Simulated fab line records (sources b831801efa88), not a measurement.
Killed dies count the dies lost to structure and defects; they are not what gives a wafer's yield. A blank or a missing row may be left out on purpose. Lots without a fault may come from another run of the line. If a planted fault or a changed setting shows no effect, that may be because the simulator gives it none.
Which tool was responsible? || flow gf180mcu || 12 lots with 36 wafers sampled at 4 steps, on a route of 602 steps

## WHAT EACH GAUGE READ, for each wafer
GF_M2_RS_MEAS_05: measurement is done with a four-point probe. Usual: M2_ALCU_RS gives 0.0697 ohm/sq (standard deviation 0.001).
{"lot": "L400", "measured": "day 18 07:16", "on": "film-metro-03", "M2_ALCU_RS (ohm/sq)": "0.0699 0.0704 0.0707", "flag": ""}
{"lot": "L402", "measured": "day 19 04:35", "on": "film-metro-02", "M2_ALCU_RS (ohm/sq)": "0.0686 0.0693 0.0694", "flag": ""}
{"lot": "L405", "measured": "day 20 05:54", "on": "film-metro-03", "M2_ALCU_RS (ohm/sq)": "0.0696 0.0698 0.0687", "flag": ""}
{"lot": "L408", "measured": "day 21 11:15", "on": "film-metro-02", "M2_ALCU_RS (ohm/sq)": "0.0700 0.0715 0.0705", "flag": ""}
{"lot": "L410", "measured": "day 22 02:44", "on": "film-metro-01", "M2_ALCU_RS (ohm/sq)": "0.0694 0.0695 0.0706", "flag": ""}
{"lot": "L411", "measured": "day 22 16:01", "on": "film-metro-03", "M2_ALCU_RS (ohm/sq)": "0.0706 0.0711 0.0728", "flag": ""}
{"lot": "L418", "measured": "day 24 18:33", "on": "film-metro-03", "M2_ALCU_RS (ohm/sq)": "0.0684 0.0689 0.0697", "flag": ""}
{"lot": "L419", "measured": "day 24 22:59", "on": "film-metro-01", "M2_ALCU_RS (ohm/sq)": "0.0679 0.0694 0.0695", "flag": ""}
{"lot": "L420", "measured": "day 25 05:03", "on": "film-metro-02", "M2_ALCU_RS (ohm/sq)": "0.0689 0.0708 0.0691", "flag": ""}
{"lot": "L421", "measured": "day 25 19:15", "on": "film-metro-03", "M2_ALCU_RS (ohm/sq)": "0.0703 0.0710 0.0698", "flag": ""}
{"lot": "L422", "measured": "day 25 23:41", "on": "film-metro-01", "M2_ALCU_RS (ohm/sq)": "0.0705 0.0696 0.0698", "flag": ""}
{"lot": "L423", "measured": "day 26 05:04", "on": "film-metro-03", "M2_ALCU_RS (ohm/sq)": "0.0689 0.0685 0.0683", "flag": ""}

## WHAT TOOL EACH LOT RAN ON (gives the tool, then ch and the chambers of the sampled wafers, and finally the start)
{"lot": "L400", "GF_V1_ETCH_17": "rie-diel-02 ch 0,1,2, day 18 07:12 or earlier", "GF_M2_SPUTTER_03": "pvd-sputter-03, day 18 07:12", "GF_M2_SPUTTER_04": "pvd-sputter-03, day 18 07:13"}
{"lot": "L402", "GF_V1_ETCH_17": "rie-diel-02 ch 0,1,3, day 19 04:31 or earlier", "GF_M2_SPUTTER_03": "pvd-sputter-01, day 19 04:31", "GF_M2_SPUTTER_04": "pvd-sputter-01, day 19 04:32"}
{"lot": "L405", "GF_V1_ETCH_17": "rie-diel-01 ch 1,2,3, day 20 05:48 or earlier", "GF_M2_SPUTTER_03": "pvd-sputter-03, day 20 05:48", "GF_M2_SPUTTER_04": "pvd-sputter-03, day 20 05:49"}
{"lot": "L408", "GF_V1_ETCH_17": "rie-diel-01 ch 0,1, day 21 11:11 or earlier", "GF_M2_SPUTTER_03": "pvd-sputter-03, day 21 11:11", "GF_M2_SPUTTER_04": "pvd-sputter-03, day 21 11:13"}
{"lot": "L410", "GF_V1_ETCH_17": "rie-diel-03 ch 2,3, day 22 02:39 or earlier", "GF_M2_SPUTTER_03": "pvd-sputter-03, day 22 02:39", "GF_M2_SPUTTER_04": "pvd-sputter-03, day 22 02:40"}
{"lot": "L411", "GF_V1_ETCH_17": "rie-diel-02 ch 0,2,3, day 22 15:58 or earlier", "GF_M2_SPUTTER_03": "pvd-sputter-03, day 22 15:58", "GF_M2_SPUTTER_04": "pvd-sputter-03, day 22 15:59"}
{"lot": "L418", "GF_V1_ETCH_17": "rie-diel-03 ch 0,1, day 24 18:28 or earlier", "GF_M2_SPUTTER_03": "pvd-sputter-01, day 24 18:28", "GF_M2_SPUTTER_04": "pvd-sputter-01, day 24 18:29"}
{"lot": "L419", "GF_V1_ETCH_17": "rie-diel-03 ch 0,2,3, day 24 22:55 or earlier", "GF_M2_SPUTTER_03": "pvd-sputter-01, day 24 22:55", "GF_M2_SPUTTER_04": "pvd-sputter-01, day 24 22:56"}
{"lot": "L420", "GF_V1_ETCH_17": "rie-diel-01 ch 0,2,3, day 25 04:58 or earlier", "GF_M2_SPUTTER_03": "pvd-sputter-03, day 25 04:58", "GF_M2_SPUTTER_04": "pvd-sputter-03, day 25 04:59"}
{"lot": "L421", "GF_V1_ETCH_17": "rie-diel-01 ch 2,3, day 25 19:10 or earlier", "GF_M2_SPUTTER_03": "pvd-sputter-01, day 25 19:10", "GF_M2_SPUTTER_04": "pvd-sputter-01, day 25 19:11"}
{"lot": "L422", "GF_V1_ETCH_17": "rie-diel-03 ch 0,1,2, day 25 23:35 or earlier", "GF_M2_SPUTTER_03": "pvd-sputter-01, day 25 23:35", "GF_M2_SPUTTER_04": "pvd-sputter-01, day 25 23:37"}
{"lot": "L423", "GF_V1_ETCH_17": "rie-diel-02 ch 2,3, day 26 05:01 or earlier", "GF_M2_SPUTTER_03": "pvd-sputter-03, day 26 05:01", "GF_M2_SPUTTER_04": "pvd-sputter-03, day 26 05:02"}
- GF_V1_ETCH_17: etches SiO2 in C4F8/O2/Ar, stops on TiN, target depth 630 nm.
- GF_M2_SPUTTER_03: material Ti, target thk 10 nm, time 6.7 s.
- GF_M2_SPUTTER_04: material TiN, target thk 50 nm, time 41.7 s.

## WHAT THE TOOLS THEMSELVES READ (means of the sampled wafers that have a number; where no wafer has one, the mark that the record gives instead)
GF_V1_ETCH_17. Usual: 0.856 a.u. for oes-product-au, sd 0.0043.
{"lot": "L400", "tool": "rie-diel-02", "oes-product-au (a.u.)": 0.857, "flag": ""}
{"lot": "L402", "tool": "rie-diel-02", "oes-product-au (a.u.)": 0.857, "flag": ""}
{"lot": "L405", "tool": "rie-diel-01", "oes-product-au (a.u.)": 0.856, "flag": ""}
{"lot": "L408", "tool": "rie-diel-01", "oes-product-au (a.u.)": 0.861, "flag": ""}
{"lot": "L410", "tool": "rie-diel-03", "oes-product-au (a.u.)": 0.858, "flag": ""}
{"lot": "L411", "tool": "rie-diel-02", "oes-product-au (a.u.)": 0.858, "flag": ""}
{"lot": "L418", "tool": "rie-diel-03", "oes-product-au (a.u.)": 0.855, "flag": ""}
{"lot": "L419", "tool": "rie-diel-03", "oes-product-au (a.u.)": 0.852, "flag": ""}
{"lot": "L420", "tool": "rie-diel-01", "oes-product-au (a.u.)": 0.853, "flag": ""}
{"lot": "L421", "tool": "rie-diel-01", "oes-product-au (a.u.)": 0.860, "flag": ""}
{"lot": "L422", "tool": "rie-diel-03", "oes-product-au (a.u.)": 0.854, "flag": ""}
{"lot": "L423", "tool": "rie-diel-02", "oes-product-au (a.u.)": 0.853, "flag": ""}

GF_M2_SPUTTER_03. Usual: cathode-dc-power-W 2999.9 W, standard deviation 0.51; chamber-pressure-pa 0.3001 Pa, standard deviation 0.00061; throttle-valve-pct 29.8 %, standard deviation 0.8.
{"lot": "L400", "tool": "pvd-sputter-03", "cathode-dc-power-W (W)": 2999.9, "chamber-pressure-pa (Pa)": 0.3004, "throttle-valve-pct (%)": 29.5, "flag": ""}
{"lot": "L402", "tool": "pvd-sputter-01", "cathode-dc-power-W (W)": 2999.7, "chamber-pressure-pa (Pa)": 0.3004, "throttle-valve-pct (%)": 30.0, "flag": ""}
{"lot": "L405", "tool": "pvd-sputter-03", "cathode-dc-power-W (W)": 2999.8, "chamber-pressure-pa (Pa)": 0.2999, "throttle-valve-pct (%)": 29.9, "flag": ""}
{"lot": "L408", "tool": "pvd-sputter-03", "cathode-dc-power-W (W)": 2999.6, "chamber-pressure-pa (Pa)": 0.3004, "throttle-valve-pct (%)": 30.1, "flag": ""}
{"lot": "L410", "tool": "pvd-sputter-03", "cathode-dc-power-W (W)": 2999.4, "chamber-pressure-pa (Pa)": 0.2996, "throttle-valve-pct (%)": 30.2, "flag": ""}
{"lot": "L411", "tool": "pvd-sputter-03", "cathode-dc-power-W (W)": 3000.0, "chamber-pressure-pa (Pa)": 0.3000, "throttle-valve-pct (%)": 30.1, "flag": ""}
{"lot": "L418", "tool": "pvd-sputter-01", "cathode-dc-power-W (W)": 3000.3, "chamber-pressure-pa (Pa)": 0.2997, "throttle-valve-pct (%)": 29.5, "flag": ""}
{"lot": "L419", "tool": "pvd-sputter-01", "cathode-dc-power-W (W)": 3000.0, "chamber-pressure-pa (Pa)": 0.3002, "throttle-valve-pct (%)": 29.8, "flag": ""}
{"lot": "L420", "tool": "pvd-sputter-03", "cathode-dc-power-W (W)": 3000.3, "chamber-pressure-pa (Pa)": 0.2996, "throttle-valve-pct (%)": 29.8, "flag": ""}
{"lot": "L421", "tool": "pvd-sputter-01", "cathode-dc-power-W (W)": 2999.7, "chamber-pressure-pa (Pa)": 0.3002, "throttle-valve-pct (%)": 29.6, "flag": ""}
{"lot": "L422", "tool": "pvd-sputter-01", "cathode-dc-power-W (W)": 3000.2, "chamber-pressure-pa (Pa)": 0.2999, "throttle-valve-pct (%)": 29.8, "flag": ""}
{"lot": "L423", "tool": "pvd-sputter-03", "cathode-dc-power-W (W)": 2999.3, "chamber-pressure-pa (Pa)": 0.3000, "throttle-valve-pct (%)": 30.1, "flag": ""}

GF_M2_SPUTTER_04. Usual: cathode-dc-power-W 6500.1 W, standard deviation 1.2; chamber-pressure-pa 0.4001 Pa, standard deviation 0.0008; throttle-valve-pct 29.8 %, standard deviation 0.81.
{"lot": "L400", "tool": "pvd-sputter-03", "cathode-dc-power-W (W)": 6499.4, "chamber-pressure-pa (Pa)": 0.4004, "throttle-valve-pct (%)": 29.4, "flag": ""}
{"lot": "L402", "tool": "pvd-sputter-01", "cathode-dc-power-W (W)": 6500.6, "chamber-pressure-pa (Pa)": 0.4001, "throttle-valve-pct (%)": 30.0, "flag": ""}
{"lot": "L405", "tool": "pvd-sputter-03", "cathode-dc-power-W (W)": 6499.3, "chamber-pressure-pa (Pa)": 0.3999, "throttle-valve-pct (%)": 29.9, "flag": ""}
{"lot": "L408", "tool": "pvd-sputter-03", "cathode-dc-power-W (W)": 6500.6, "chamber-pressure-pa (Pa)": 0.4003, "throttle-valve-pct (%)": 30.4, "flag": ""}
{"lot": "L410", "tool": "pvd-sputter-03", "cathode-dc-power-W (W)": 7676.9, "chamber-pressure-pa (Pa)": 0.3996, "throttle-valve-pct (%)": 30.3, "flag": "OFF"}
{"lot": "L411", "tool": "pvd-sputter-03", "cathode-dc-power-W (W)": 7676.9, "chamber-pressure-pa (Pa)": 0.3998, "throttle-valve-pct (%)": 30.0, "flag": "OFF"}
{"lot": "L418", "tool": "pvd-sputter-01", "cathode-dc-power-W (W)": 6499.8, "chamber-pressure-pa (Pa)": 0.4004, "throttle-valve-pct (%)": 29.6, "flag": ""}
{"lot": "L419", "tool": "pvd-sputter-01", "cathode-dc-power-W (W)": 6499.6, "chamber-pressure-pa (Pa)": 0.4005, "throttle-valve-pct (%)": 29.9, "flag": ""}
{"lot": "L420", "tool": "pvd-sputter-03", "cathode-dc-power-W (W)": 6500.2, "chamber-pressure-pa (Pa)": 0.3997, "throttle-valve-pct (%)": 29.9, "flag": ""}
{"lot": "L421", "tool": "pvd-sputter-01", "cathode-dc-power-W (W)": 6499.1, "chamber-pressure-pa (Pa)": 0.4003, "throttle-valve-pct (%)": 29.6, "flag": ""}
{"lot": "L422", "tool": "pvd-sputter-01", "cathode-dc-power-W (W)": 6500.6, "chamber-pressure-pa (Pa)": 0.3997, "throttle-valve-pct (%)": 29.5, "flag": ""}
{"lot": "L423", "tool": "pvd-sputter-03", "cathode-dc-power-W (W)": 6501.6, "chamber-pressure-pa (Pa)": 0.4000, "throttle-valve-pct (%)": 30.0, "flag": ""}

## THE ANSWER, worked out from the rows above alone
Rule: take the mean of a lot's wafers that have a number; if it is more than 3 standard deviations from the usual mean, the lot is off. A lot without any number at a reading at which 4 lots or more have one is off too. The other lots that the step has rows for count as sound. First the gauges in route order, then the tools' own readings, where a lot's mean is used as printed above. The first step at which some lot is off is used, and at that step the reading that is off furthest; a lot without a number counts as furthest.
Off, at GF_M2_SPUTTER_04 on cathode-dc-power-W: L410, L411.
If a tool, at that step or one of the process steps before it, ran each lot that is off and ran no sound lot following the first of them, it fits. GF_V1_ETCH_17: start missing for some lots; hours and lot order therefore follow GF_M2_SPUTTER_03. Not one of the candidates tried fits.

## WHAT THE SIMULATOR HAD PUT IN
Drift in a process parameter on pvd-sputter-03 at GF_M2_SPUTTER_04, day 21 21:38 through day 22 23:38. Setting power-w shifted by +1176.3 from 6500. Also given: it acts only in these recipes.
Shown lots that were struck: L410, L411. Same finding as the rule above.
